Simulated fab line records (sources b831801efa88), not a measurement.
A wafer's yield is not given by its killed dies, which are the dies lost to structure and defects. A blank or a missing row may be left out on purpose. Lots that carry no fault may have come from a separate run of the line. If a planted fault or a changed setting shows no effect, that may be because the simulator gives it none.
fab line records	flow sky130
[record] lots = 5	wafers = 15	lastDay = 49
route steps=708 shown VT_ADJUST_LVTN@111 VT_ADJUST_NCORE@119 VT_ADJUST_HVTR@131 VT_ADJUST_PCH@143 PAD_OPEN@708
lots that met no fault: taken from a fault-free run of the same line
startH: start of the lot's first displayed wafer, in hours after the record's first day	waitH: hours from the lot's prior step to this one	" repeats the value in the row above	L1.1+2: several wafers, shown together as one row	- no value, or no start was given	* or withheld: withheld	< > ~ a bound
route shown NAME@n: NAME is a module with steps in the file, n the number in the route of the first one	usual: average and standard deviation across the fault-free wafers	same: alike in all rows	chamber/n: place in a boat	sites: readings site by site	_std_site: the values' standard deviation	_edge_site: mean of outer sites minus mean of inner sites	radiusMm: how far each site lies from the wafer's centre	mask NAME#n: copy n	behind: the tool/chamber that last shaped the wafer	hold: why the lot went on hold/how many hours it stayed there/how the hold came to an end	device: which transistor (n, p or np) failed to switch	end of line: the route-end tests of the same wafers	step lacking rows: just its recipe	killed: count of dies lost to structure and defects at first sort (not the wafer's yield)	map: dies across one wafer; x = killed, . = not, _ = none there
set.NAME: setting as actually run; set.NAME@STEP: the setting as run at that earlier step	model.NAME: the simulator's own value behind a step, which no gauge read
a table for each step, a row for each wafer; lots at some steps of the route
services: the hour from which a tool's chamber was out of use, counted from the record's first day as startH (under 0 if before that day), plus the number of hours and why
[[steps]]
[step SKY_VT_ADJUST_LVTN_SOFTBAKE_14]
[recipe] tempC = 90	timeS = 60	resist = NOVOLAK
[step SKY_VT_ADJUST_LVTN_EXPOSE_15]
[recipe] maskId = HVN_STD_DERIVED	na = 0.6	sourceShape = conventional	sigmaOuter = 0.6	polarization = unpolarized	targetCdNm = 600	doseMj = 163
[step SKY_VT_ADJUST_LVTN_PEB_16]
[recipe] tempC = withheld	timeS = *	resist = NOVOLAK
[step SKY_VT_ADJUST_LVTN_DEVELOP_17]
[recipe] resist = NOVOLAK	developer = TMAH	developTimeS = 60	devTempC = 23
[step SKY_VT_ADJUST_LVTN_OVL_MEAS_18]
[usual] VT_ADJUST_LVTN_01_OVL = 1.1/1.2
lot.wafer	tool	chamber	startH	waitH	VT_ADJUST_LVTN_01_OVL[nm]
L884.2	overlay-02	-	217.74	0.1	0.1
L884.4	"	-	"	"	1.8
L884.5	"	-	"	"	0.9
L886.1	overlay-02	-	228.76	0.1	3.5
L886.4	"	-	"	"	2.4
L886.6	"	-	"	"	1.8
L895.4	overlay-01	-	279.83	0.1	-1.0
L895.5	"	-	"	"	-2.6
L895.6	"	-	"	"	0.6
L897.1	overlay-02	-	296.09	0.1	2.4
L897.5	"	-	"	"	0.3
L897.6	"	-	"	"	-0.2
L898.1	overlay-02	-	304.21	0.1	1.3
L898.3	"	-	"	"	0.6
L898.5	"	-	"	"	1.6
[step SKY_VT_ADJUST_LVTN_IMPLANT_19]
[recipe] species = B	energyKev = 30	doseCm2 = 6.5e+11	tiltDeg = withheld
[step SKY_VT_ADJUST_LVTN_STRIP_20]
[recipe] chemistry = O2/N2	powerW = 1400	pressureMtorr = 1500	platenTempC = withheld	o2FlowSccm = 3000	n2FlowSccm = 300	overashFraction = 0.5
[usual] drypumpMotorCurrentA = 5.5/0.51	oesProductAu = 0.716/0.004	stripTimeToEndpointS = 14.18/0.04
[same] overashFraction = 0.5
lot.wafer	tool	chamber	startH	waitH	drypumpMotorCurrentA	oesProductAu	rfHoursCounterH	stripTimeToEndpointS
L884.2	plasmaAsher-02	0	217.92	0.1	6.1	0.716	41	14.19
L884.4	"	1	"	"	4.8	0.718	-	14.13
L884.5	"	1	"	"	4.8	0.719	-	14.23
L886.1	plasmaAsher-01	1	228.94	0.1	5.5	0.717	53	14.19
L886.4	"	1	"	"	5.5	0.719	-	14.19
L886.6	"	0	"	"	5.2	0.718	-	14.21
L895.4	plasmaAsher-02	0	280.33	0.1	6.1	0.710	-	14.20
L895.5	"	0	"	"	6.0	0.722	-	14.16
L895.6	"	1	"	"	4.8	0.710	-	14.15
L897.1	plasmaAsher-02	1	296.41	0.1	4.8	0.718	49	14.14
L897.5	"	1	"	"	4.8	0.716	-	14.17
L897.6	"	0	"	"	6.1	0.719	-	14.16
L898.1	plasmaAsher-03	1	304.39	0.1	6.2	0.710	61	14.24
L898.3	"	0	"	"	5.8	0.719	-	14.18
L898.5	"	0	"	"	5.8	0.717	-	14.24
[step SKY_VT_ADJUST_LVTN_TW_MEAS_21]
[usual] VT_ADJUST_LVTN_2_TW = 188.3/0.92
lot.wafer	tool	chamber	startH	waitH	VT_ADJUST_LVTN_2_TW
L884.2	filmMetro-01	-	218.03	0.1	188.8
L884.4	"	-	"	"	188.7
L884.5	"	-	"	"	189.0
L886.1	filmMetro-02	-	229.04	0.1	187.0
L886.4	"	-	"	"	186.6
L886.6	"	-	"	"	187.7
L895.4	filmMetro-01	-	280.43	0.1	187.0
L895.5	"	-	"	"	187.8
L895.6	"	-	"	"	188.0
L897.1	filmMetro-01	-	296.51	0.1	188.0
L897.5	"	-	"	"	187.2
L897.6	"	-	"	"	188.0
L898.1	filmMetro-01	-	304.49	0.1	188.9
L898.3	"	-	"	"	189.0
L898.5	"	-	"	"	189.6
[step SKY_VT_ADJUST_NCORE_DEHYDRATE_00]
[recipe] tempC = 200	timeS = 60
[step SKY_VT_ADJUST_NCORE_HMDS_01]
[recipe] primeTimeS = 60	primeTempC = 120
[step SKY_VT_ADJUST_NCORE_COAT_02]
[recipe] resist = NOVOLAK	spinRpm = 3000	resistThkNm = 1128
[step SKY_VT_ADJUST_NCORE_SOFTBAKE_03]
[recipe] tempC = 90	timeS = 60	resist = NOVOLAK
[step SKY_VT_ADJUST_NCORE_EXPOSE_04]
[recipe] maskId = LVTN_COMPLEMENT_THIN	na = 0.6	sourceShape = conventional	sigmaOuter = 0.6	polarization = unpolarized	targetCdNm = 380	doseMj = 139
[usual] reticleTempC = 23.01/0.11
lot.wafer	tool	chamber	startH	waitH	mask	reticleTempC
L884.2	ilineStepper-02	0	229.56	-	LVTN_COMPLEMENT_THIN#0	23.05
L884.4	"	0	"	"	LVTN_COMPLEMENT_THIN#0	23.18
L884.5	"	0	"	"	LVTN_COMPLEMENT_THIN#0	23.18
L886.1	ilineStepper-01	0	240.15	-	HVTRM#0	23.12
L886.4	"	0	"	"	HVTRM#0	23.03
L886.6	"	0	"	"	HVTRM#0	22.88
L895.4	ilineStepper-02	0	293.19	-	LVTN_COMPLEMENT_THIN#0	22.86
L895.5	"	0	"	"	LVTN_COMPLEMENT_THIN#0	23.03
L895.6	"	0	"	"	LVTN_COMPLEMENT_THIN#0	22.93
L897.1	ilineStepper-01	0	308.74	-	LVTN_COMPLEMENT_THIN#0	23.11
L897.5	"	0	"	"	LVTN_COMPLEMENT_THIN#0	23.02
L897.6	"	0	"	"	LVTN_COMPLEMENT_THIN#0	23.12
L898.1	ilineStepper-01	0	317.32	-	LVTN_COMPLEMENT_THIN#0	23.13
L898.3	"	0	"	"	LVTN_COMPLEMENT_THIN#0	23.01
L898.5	"	0	"	"	LVTN_COMPLEMENT_THIN#0	22.88
[step SKY_VT_ADJUST_NCORE_PEB_05]
[recipe] tempC = withheld	timeS = *	resist = NOVOLAK
[step SKY_VT_ADJUST_NCORE_DEVELOP_06]
[recipe] resist = NOVOLAK	developer = TMAH	developTimeS = 60	devTempC = 23
[step SKY_VT_ADJUST_NCORE_CD_MEAS_07]
[recipe] targetCdNm = 380
[usual] cdNm = 379.5/2.8
lot.wafer	tool	chamber	startH	waitH	cdNm
L884.2	cdSem-01	-	240.47	0.1	376.8
L884.4	"	-	"	"	377.3
L884.5	"	-	"	"	377.6
L886.1	cdSem-02	-	251.61	0.1	-
L886.4	"	-	"	"	-
L886.6	"	-	"	"	-
L895.4	cdSem-01	-	305.50	0.1	383.8
L895.5	"	-	"	"	381.7
L895.6	"	-	"	"	380.8
L897.1	cdSem-01	-	322.11	0.1	383.2
L897.5	"	-	"	"	382.1
L897.6	"	-	"	"	382.1
L898.1	cdSem-01	-	330.16	0.2	375.6
L898.3	"	-	"	"	376.5
L898.5	"	-	"	"	377.5
[step SKY_VT_ADJUST_NCORE_OVL_MEAS_08]
[usual] VT_ADJUST_NCORE_OVL = -2.0/1.4
lot.wafer	tool	chamber	startH	waitH	VT_ADJUST_NCORE_OVL[nm]
L884.2	overlay-01	-	240.57	0.1	-2.3
L884.4	"	-	"	"	-4.1
L884.5	"	-	"	"	-2.8
L886.1	overlay-01	-	251.73	0.1	-
L886.4	"	-	"	"	-
L886.6	"	-	"	"	-
L895.4	overlay-01	-	305.57	0.1	-2.0
L895.5	"	-	"	"	-2.6
L895.6	"	-	"	"	-1.6
L897.1	overlay-01	-	322.23	0.1	-1.0
L897.5	"	-	"	"	-2.0
L897.6	"	-	"	"	-2.3
L898.1	overlay-01	-	330.28	0.1	-1.9
L898.3	"	-	"	"	-2.7
L898.5	"	-	"	"	0.1
[step SKY_VT_ADJUST_NCORE_IMPLANT_09]
[recipe] species = B	energyKev = 10	doseCm2 = 2.4e+12	tiltDeg = withheld
[step SKY_VT_ADJUST_NCORE_STRIP_10]
[recipe] chemistry = O2/N2	powerW = 1400	pressureMtorr = 1500	platenTempC = withheld	o2FlowSccm = 3000	n2FlowSccm = 300	overashFraction = 0.5
[usual] drypumpMotorCurrentA = 5.5/0.46	oesProductAu = 0.715/0.0046	stripTimeToEndpointS = 14.05/0.041
[same] overashFraction = 0.5
lot.wafer	tool	chamber	startH	waitH	drypumpMotorCurrentA	oesProductAu	rfHoursCounterH	stripTimeToEndpointS
L884.2	plasmaAsher-04	0	240.75	0.1	5.8	0.723	12	14.07
L884.4	"	0	"	"	5.8	0.715	-	14.13
L884.5	"	1	"	"	5.7	0.715	-	14.07
L886.1	plasmaAsher-02	0	251.91	0.1	6.1	0.714	44	14.04
L886.4	"	1	"	"	4.8	0.710	-	14.05
L886.6	"	0	"	"	6.1	0.709	-	14.03
L895.4	plasmaAsher-01	0	305.77	0.1	5.3	0.719	-	14.03
L895.5	"	0	"	"	5.3	0.715	-	14.02
L895.6	"	1	"	"	5.5	0.712	-	14.07
L897.1	plasmaAsher-02	1	322.41	0.1	4.8	0.722	52	14.01
L897.5	"	0	"	"	6.1	0.709	-	14.07
L897.6	"	1	"	"	4.8	0.716	-	14.05
L898.1	plasmaAsher-02	1	330.47	0.1	4.8	0.712	53	14.01
L898.3	"	1	"	"	4.8	0.714	-	14.06
L898.5	"	0	"	"	6.0	0.723	-	14.06
[step SKY_VT_ADJUST_NCORE_TW_MEAS_11]
[usual] VT_ADJUST_NCORE_TW = 219.8/1.1
lot.wafer	tool	chamber	startH	waitH	VT_ADJUST_NCORE_TW
L884.2	filmMetro-03	-	240.86	0.1	222.3
L884.4	"	-	"	"	221.5
L884.5	"	-	"	"	220.1
L886.1	filmMetro-03	-	252.01	0.1	30.1
L886.4	"	-	"	"	30.3
L886.6	"	-	"	"	30.4
L895.4	filmMetro-04	-	305.87	0.1	221.1
L895.5	"	-	"	"	220.2
L895.6	"	-	"	"	220.4
L897.1	filmMetro-02	-	322.51	0.1	219.3
L897.5	"	-	"	"	218.9
L897.6	"	-	"	"	219.0
L898.1	filmMetro-04	-	330.57	0.1	219.7
L898.3	"	-	"	"	219.6
L898.5	"	-	"	"	219.9
[step SKY_VT_ADJUST_HVTR_DEHYDRATE_00]
[recipe] tempC = 200	timeS = 60
[step SKY_VT_ADJUST_HVTR_HMDS_01]
[recipe] primeTimeS = 60	primeTempC = 120
[step SKY_VT_ADJUST_HVTR_COAT_02]
[recipe] resist = NOVOLAK	spinRpm = 3000	resistThkNm = 1140
[step SKY_VT_ADJUST_HVTR_SOFTBAKE_03]
[recipe] tempC = 90	timeS = 60	resist = NOVOLAK
[step SKY_VT_ADJUST_HVTR_EXPOSE_04]
[recipe] maskId = HVTRM	targetCdNm = 380	na = 0.6	sourceShape = conventional	sigmaOuter = 0.6	doseMj = 150
[step SKY_VT_ADJUST_HVTR_PEB_05]
[recipe] tempC = withheld	timeS = *	resist = NOVOLAK
[step SKY_VT_ADJUST_HVTR_DEVELOP_06]
[recipe] developTimeS = 60	devTempC = 23
[step SKY_VT_ADJUST_HVTR_CD_MEAS_07]
[recipe] targetCdNm = 380
[usual] cdNm = 380.2/2.6
lot.wafer	tool	chamber	startH	waitH	cdNm
L884.2	cdSem-01	-	264.51	0.1	383.9
L884.4	"	-	"	"	381.8
L884.5	"	-	"	"	381.5
L886.1	cdSem-02	-	276.29	0.1	378.9
L886.4	"	-	"	"	380.0
L886.6	"	-	"	"	380.9
L895.4	cdSem-02	-	332.24	0.1	377.2
L895.5	"	-	"	"	377.0
L895.6	"	-	"	"	378.3
L897.1	cdSem-02	-	348.44	0.1	378.7
L897.5	"	-	"	"	378.8
L897.6	"	-	"	"	378.5
L898.1	cdSem-02	-	357.18	0.1	379.2
L898.3	"	-	"	"	381.8
L898.5	"	-	"	"	380.3
[step SKY_VT_ADJUST_HVTR_OVL_MEAS_08]
[usual] VT_ADJUST_HVTR_OVL = -0.6/1.2
lot.wafer	tool	chamber	startH	waitH	VT_ADJUST_HVTR_OVL[nm]
L884.2	overlay-01	-	264.61	0.1	-1.2
L884.4	"	-	"	"	-1.7
L884.5	"	-	"	"	-2.1
L886.1	overlay-02	-	276.41	0.1	-1.4
L886.4	"	-	"	"	1.2
L886.6	"	-	"	"	-1.6
L895.4	overlay-02	-	332.32	0.1	-1.7
L895.5	"	-	"	"	-2.1
L895.6	"	-	"	"	-2.4
L897.1	overlay-01	-	348.56	0.1	0.4
L897.5	"	-	"	"	0.6
L897.6	"	-	"	"	0.9
L898.1	overlay-02	-	357.30	0.1	-0.2
L898.3	"	-	"	"	-0.7
L898.5	"	-	"	"	0.0
[step SKY_VT_ADJUST_HVTR_IMPLANT_09]
[recipe] species = B	energyKev = 10	doseCm2 = 2.1e+12	tiltDeg = withheld
[step SKY_VT_ADJUST_HVTR_STRIP_10]
[recipe] chemistry = O2/N2	powerW = 1400	pressureMtorr = 1500	platenTempC = withheld	o2FlowSccm = 3000	n2FlowSccm = 300	overashFraction = 0.5
[usual] drypumpMotorCurrentA = 5.8/0.38	oesProductAu = 0.715/0.0047	stripTimeToEndpointS = 14.17/0.036
[same] overashFraction = 0.5
lot.wafer	tool	chamber	startH	waitH	drypumpMotorCurrentA	oesProductAu	rfHoursCounterH	stripTimeToEndpointS
L884.2	plasmaAsher-04	0	264.79	0.1	5.9	0.719	14	14.18
L884.4	"	1	"	"	5.7	0.718	-	14.17
L884.5	"	1	"	"	5.7	0.711	-	14.19
L886.1	plasmaAsher-04	1	276.59	0.1	5.7	0.719	15	14.20
L886.4	"	1	"	"	5.7	0.715	-	14.13
L886.6	"	0	"	"	5.9	0.723	-	14.14
L895.4	plasmaAsher-04	0	332.52	0.1	5.8	0.715	-	14.22
L895.5	"	0	"	"	5.8	0.719	-	14.17
L895.6	"	1	"	"	5.7	0.718	-	14.12
L897.1	plasmaAsher-03	1	348.75	0.1	6.2	0.716	64	14.16
L897.5	"	1	"	"	6.2	0.717	-	14.20
L897.6	"	0	"	"	5.8	0.712	-	14.16
L898.1	plasmaAsher-03	0	357.49	0.1	5.8	0.719	65	14.18
L898.3	"	0	"	"	5.8	0.718	-	14.17
L898.5	"	1	"	"	6.2	0.709	-	14.14
[step SKY_VT_ADJUST_HVTR_TW_MEAS_11]
[usual] VT_ADJUST_HVTR_TW = 211.8/1
lot.wafer	tool	chamber	startH	waitH	VT_ADJUST_HVTR_TW
L884.2	filmMetro-03	-	264.90	0.1	211.5
L884.4	"	-	"	"	211.9
L884.5	"	-	"	"	211.4
L886.1	filmMetro-04	-	276.69	0.1	263.3
L886.4	"	-	"	"	264.2
L886.6	"	-	"	"	263.2
L895.4	filmMetro-01	-	332.62	0.1	210.9
L895.5	"	-	"	"	209.6
L895.6	"	-	"	"	209.5
L897.1	filmMetro-03	-	348.85	0.1	213.6
L897.5	"	-	"	"	213.7
L897.6	"	-	"	"	213.6
L898.1	filmMetro-04	-	357.59	0.1	213.1
L898.3	"	-	"	"	212.5
L898.5	"	-	"	"	212.5
[step SKY_VT_ADJUST_PCH_DEHYDRATE_00]
[recipe] tempC = 200	timeS = 60
[step SKY_PAD_OPEN_PROBE_99]
[usual] killed_at_M0_to_M3 = 42/6.4	killed_at_M4_up = 2.9/1.7	killedAtContacts = 25/5.2	killedAtFrontEnd = 16/4.4	killedAtOther = 0.4/0.65	killedDies = 86/9.2	killedOnRim = 17/3.9	killedOpen = 47/6.6	killedShort = 39/5.8
[same] grossDies = 492	killedAtBackSide = 0
lot.wafer	tool	chamber	startH	waitH	killed_at_M0_to_M3	killed_at_M4_up	killedAtContacts	killedAtFrontEnd	killedAtOther	killedDies	killedOnRim	killedOpen	killedShort	model.etest.pfet_16v.rOnOhmUm	model.etest.nfet_16v.rOnOhmUm	model.etest.pfetG5v0d10v5.rOnOhmUm	model.etest.tipP.rsOhmSq	model.etest.pfet_01v8.rOnOhmUm	model.etest.resPwellUnderGate.rsOhmSq	model.etest.nfetG5v0d10v5.rOnOhmUm	model.etest.tip_p_5v.rsOhmSq
L884.2	prober-02	-	1124.51	0.1	43	3	29	24	0	99	20	58	41	1.537e+04	1.393e+04	4760	6862	2886	2328	1891	2887
L884.4	prober-02	-	1124.61	0.2	37	2	28	16	0	83	22	53	30	1.576e+04	1.376e+04	4711	6896	2820	2304	1844	2885
L884.5	prober-02	-	1124.66	0.2	41	2	23	14	0	80	23	51	29	1.555e+04	1.391e+04	4656	6811	2847	2306	1853	2891
L886.1	prober-01	-	1140.94	0.1	37	1	22	431	1	492	96	43	30	1.818e+04	1.097e+04	5958	7707	3437	2646	1596	3101
L886.4	prober-01	-	1141.09	0.2	45	2	29	416	0	492	96	52	40	1.803e+04	1.087e+04	5820	7725	3365	2636	1566	3124
L886.6	prober-01	-	1141.19	0.2	49	3	19	421	0	492	96	34	45	1.833e+04	1.101e+04	5937	7728	3344	2642	1582	3146
L895.4	prober-02	-	1173.81	0.2	43	2	25	10	0	80	15	46	34	1.503e+04	1.435e+04	4734	6824	2854	2280	1913	2854
L895.5	prober-02	-	1173.86	0.2	43	2	28	18	3	94	19	56	37	1.496e+04	1.432e+04	4774	6848	2912	2307	1922	2860
L895.6	prober-02	-	1173.91	0.2	41	2	41	9	0	93	20	62	31	1.51e+04	1.43e+04	4838	6858	2871	2284	1945	2870
L897.1	prober-01	-	1183.16	0.1	34	2	20	14	0	70	13	38	32	1.491e+04	1.44e+04	4795	6902	2923	2314	1919	2852
L897.5	prober-01	-	1183.36	0.2	41	1	14	8	0	64	15	42	22	1.506e+04	1.423e+04	4779	6938	2944	2312	1907	2848
L897.6	prober-01	-	1183.41	0.2	50	1	14	19	1	85	17	39	45	1.492e+04	1.422e+04	4781	6889	2879	2308	1894	2855
L898.1	prober-01	-	1186.97	0.1	48	2	35	20	0	105	21	61	44	1.538e+04	1.421e+04	4861	6828	2931	2312	1918	2914
L898.3	prober-01	-	1187.07	0.2	37	0	25	12	0	74	9	44	30	1.499e+04	1.412e+04	4794	6792	2866	2299	1906	2905
L898.5	prober-01	-	1187.17	0.2	38	3	21	18	1	81	18	38	43	1.552e+04	1.412e+04	4841	6836	2936	2308	1894	2889
// killed by level:class
L884.2 CONTACT:geometricParticle:open=14 VIA1:geometricParticle:open=11 POLY_GATE:geometricParticle:open=10 POLY_GATE:geometricParticle:short=7 LI_CONTACT:geometricParticle:open=7 VIA2:geometricParticle:open=5 CONTACT:geometricParticle:short=4 METAL1:geometricParticle:short=4
L884.4 LI_CONTACT:geometricParticle:open=10 CONTACT:geometricParticle:open=10 VIA3:geometricParticle:open=8 VIA2:geometricParticle:open=7 POLY_GATE:geometricParticle:open=5 VIA1:geometricParticle:open=4 VIA1:geometricParticle:short=4 FIELD_ISO:geometricParticle:open=3
L884.5 VIA1:geometricParticle:open=12 CONTACT:geometricParticle:open=10 VIA1:geometricParticle:short=6 VIA3:geometricParticle:open=6 LI_CONTACT:geometricParticle:open=5 LOCAL_INTERCONNECT:geometricParticle:short=5 METAL1:geometricParticle:short=4 POLY_GATE:geometricParticle:short=4
L886.1 VT_ADJUST_NCORE:areaExpose=419 VIA1:geometricParticle:open=9 CONTACT:geometricParticle:open=8 VIA3:geometricParticle:open=7 LI_CONTACT:geometricParticle:open=6 POLY_GATE:geometricParticle:open=5 CONTACT:geometricParticle:short=5 VIA3:geometricParticle:short=5
L886.4 VT_ADJUST_NCORE:areaExpose=400 VIA1:geometricParticle:open=14 VIA2:geometricParticle:open=8 LI_CONTACT:geometricParticle:open=8 LOCAL_INTERCONNECT:geometricParticle:short=7 POLY_GATE:geometricParticle:open=6 CONTACT:geometricParticle:short=5 CONTACT:geometricParticle:open=5
L886.6 VT_ADJUST_NCORE:areaExpose=413 VIA2:geometricParticle:short=11 VIA1:geometricParticle:open=10 METAL3:geometricParticle:short=7 CONTACT:geometricParticle:open=6 METAL2:geometricParticle:short=6 LI_CONTACT:geometricParticle:open=5 LOCAL_INTERCONNECT:geometricParticle:short=5
L895.4 CONTACT:geometricParticle:open=10 VIA1:geometricParticle:short=7 VIA3:geometricParticle:open=7 LI_CONTACT:geometricParticle:short=6 FIELD_ISO:geometricParticle:open=5 VIA1:geometricParticle:open=5 VIA2:geometricParticle:open=5 METAL3:geometricParticle:short=4
L895.5 CONTACT:geometricParticle:open=10 VIA1:geometricParticle:open=10 VIA3:geometricParticle:open=8 LI_CONTACT:geometricParticle:open=7 VIA2:geometricParticle:open=7 FIELD_ISO:geometricParticle:open=5 VIA1:geometricParticle:short=5 FIELD_ISO:geometricParticle:short=4
L895.6 LI_CONTACT:geometricParticle:open=16 CONTACT:geometricParticle:open=14 VIA2:geometricParticle:open=6 VIA1:geometricParticle:open=6 VIA3:geometricParticle:open=6 LOCAL_INTERCONNECT:geometricParticle:short=5 METAL2:geometricParticle:short=5 POLY_GATE:geometricParticle:open=4
L897.1 VIA1:geometricParticle:open=9 CONTACT:geometricParticle:short=7 VIA2:geometricParticle:open=6 FIELD_ISO:geometricParticle:short=5 CONTACT:geometricParticle:open=5 FIELD_ISO:geometricParticle:open=4 LOCAL_INTERCONNECT:geometricParticle:short=4 METAL3:geometricParticle:short=4
L897.5 VIA1:geometricParticle:open=16 LI_CONTACT:geometricParticle:open=5 VIA2:geometricParticle:open=5 CONTACT:geometricParticle:open=4 METAL1:geometricParticle:short=4 VIA1:geometricParticle:short=4 METAL3:geometricParticle:short=4 VIA3:geometricParticle:open=4
L897.6 VIA1:geometricParticle:open=15 METAL1:geometricParticle:short=8 VIA1:geometricParticle:short=7 LOCAL_INTERCONNECT:geometricParticle:short=6 VIA2:geometricParticle:open=6 FIELD_ISO:geometricParticle:short=5 METAL2:geometricParticle:short=4 POLY_GATE:geometricParticle:open=3
L898.1 CONTACT:geometricParticle:open=15 VIA1:geometricParticle:open=10 LI_CONTACT:geometricParticle:open=8 POLY_GATE:geometricParticle:short=7 METAL2:geometricParticle:short=7 VIA2:geometricParticle:open=7 POLY_GATE:geometricParticle:open=6 CONTACT:geometricParticle:short=6
L898.3 LI_CONTACT:geometricParticle:open=8 CONTACT:geometricParticle:open=7 VIA1:geometricParticle:open=7 LOCAL_INTERCONNECT:geometricParticle:short=6 VIA3:geometricParticle:open=6 FIELD_ISO:geometricParticle:short=5 METAL2:geometricParticle:short=5 FIELD_ISO:geometricParticle:open=4
L898.5 VIA1:geometricParticle:open=11 CONTACT:geometricParticle:open=10 METAL3:geometricParticle:short=8 FIELD_ISO:geometricParticle:short=7 POLY_GATE:geometricParticle:short=5 VIA3:geometricParticle:open=5 CONTACT:geometricParticle:short=4 FIELD_ISO:geometricParticle:open=2
// map L886.1 (x killed, . not)
__________xxxxxxxxxx_________
________xxxxxxxxxxxxxx_______
______xxxxxxxxxxxxxxxxxx_____
_____xxxxxxxxxxxxxxxxxxxx____
____xxxxxxxxxxxxxxxxxxxxxx___
___xxxxxxxxxxxxxxxxxxxxxxxx__
__xxxxxxxxxxxxxxxxxxxxxxxxxx_
_xxxxxxxxxxxxxxxxxxxxxxxxxxxx
_xxxxxxxxxxxxxxxxxxxxxxxxxxxx
_xxxxxxxxxxxxxxxxxxxxxxxxxxxx
_xxxxxxxxxxxxxxxxxxxxxxxxxxxx
_xxxxxxxxxxxxxxxxxxxxxxxxxxxx
_xxxxxxxxxxxxxxxxxxxxxxxxxxxx
_xxxxxxxxxxxxxxxxxxxxxxxxxxxx
_xxxxxxxxxxxxxxxxxxxxxxxxxxxx
__xxxxxxxxxxxxxxxxxxxxxxxxxx_
___xxxxxxxxxxxxxxxxxxxxxxxx__
____xxxxxxxxxxxxxxxxxxxxxx___
_____xxxxxxxxxxxxxxxxxxxx____
______xxxxxxxxxxxxxxxxxx_____
________xxxxxxxxxxxxxx_______
__________xxxxxxxxxx_________
// map L898.1 (x killed, . not)
__________x........._________
________............x._______
______x.x.........x....x_____
_____......xx.......x...x____
____......x...x......x....___
___x.....xx..xxx.........x.__
__x.x..x.x.xxx...x.x........_
_.x..xxx......xx...x..xx.....
_.x...xxxx.........xxx......x
_........x..x.x......xx..x...
_.x..........x..x.......x....
_.......xx.x.x.............x.
_x.....x.x....x..............
_......x.xx.x....x...xx.x.x..
_...x.......x............x...
__.x..x.x.x......x..x.x....._
___.....x..xx...x....x....x__
____........x...........xx___
_____........x.x.x....x..____
______..x....x....x....._____
________x.x........x.._______
__________.........x_________
[[services]]
tool	chamber	startH	hours	kind
plasmaAsher-03	-	235.53	15.6	pm
ilineStepper-02	-	249.72	1.7	pm
plasmaAsher-01	-	258.44	1.0	repair
ilineStepper-02	0	267.47	-	calibration
ilineStepper-02	-	276.84	3.6	repair
plasmaAsher-03	-	288.07	14.6	pm
plasmaAsher-03	-	307.60	5.5	repair
plasmaAsher-03	-	312.67	4.0	repair
ilineStepper-01	-	324.04	1.7	pm
ilineStepper-02	-	325.81	8.8	repair
[[key]]
[firstSign] step = SKY_VT_ADJUST_NCORE_EXPOSE_04	reading = mask	direction = changed
[effect] step = SKY_VT_ADJUST_NCORE_CD_MEAS_07	reading = cdNm	direction = missing
[effect] step = SKY_VT_ADJUST_NCORE_OVL_MEAS_08	reading = VT_ADJUST_NCORE_OVL	direction = missing
[effect] step = SKY_VT_ADJUST_NCORE_TW_MEAS_11	reading = VT_ADJUST_NCORE_TW	direction = down	sigmas = 99+	usual = 219.8	struck = 30.3
[effect] step = SKY_VT_ADJUST_HVTR_TW_MEAS_11	reading = VT_ADJUST_HVTR_TW	direction = up	sigmas = 51	usual = 211.8	struck = 263.6
[effect] step = SKY_PAD_OPEN_PROBE_99	reading = killedAtFrontEnd	direction = up	sigmas = 93	usual = 16	struck = 423
[modelEffect] step = SKY_PAD_OPEN_PROBE_99	value = etest.pfet_16v.rOnOhmUm	without = 1.501e+04	struck = 1.818e+04
[moreKillsBornAt] SKY_VT_ADJUST_NCORE_EXPOSE_04@ilineStepper-01 = 1232
metAt SKY_VT_ADJUST_NCORE_EXPOSE_04
struckWafers L886.1,L886.4,L886.6
testerLeftOut L886
[fault] kind = wrongMask	tool = any	chamber = -	onsetH = 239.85	steps = SKY_VT_ADJUST_NCORE_EXPOSE_04	auxCopy = HVTRM#0	scope = struckLotsOnly
// testerLeftOut: of these lots the tester's yield and bins aren't shown, on N5 and GAA mostly nor the transistor test; their killed dies are dies lost to structure and defects alone, not to doping, threshold or leakage, so they don't give the yield
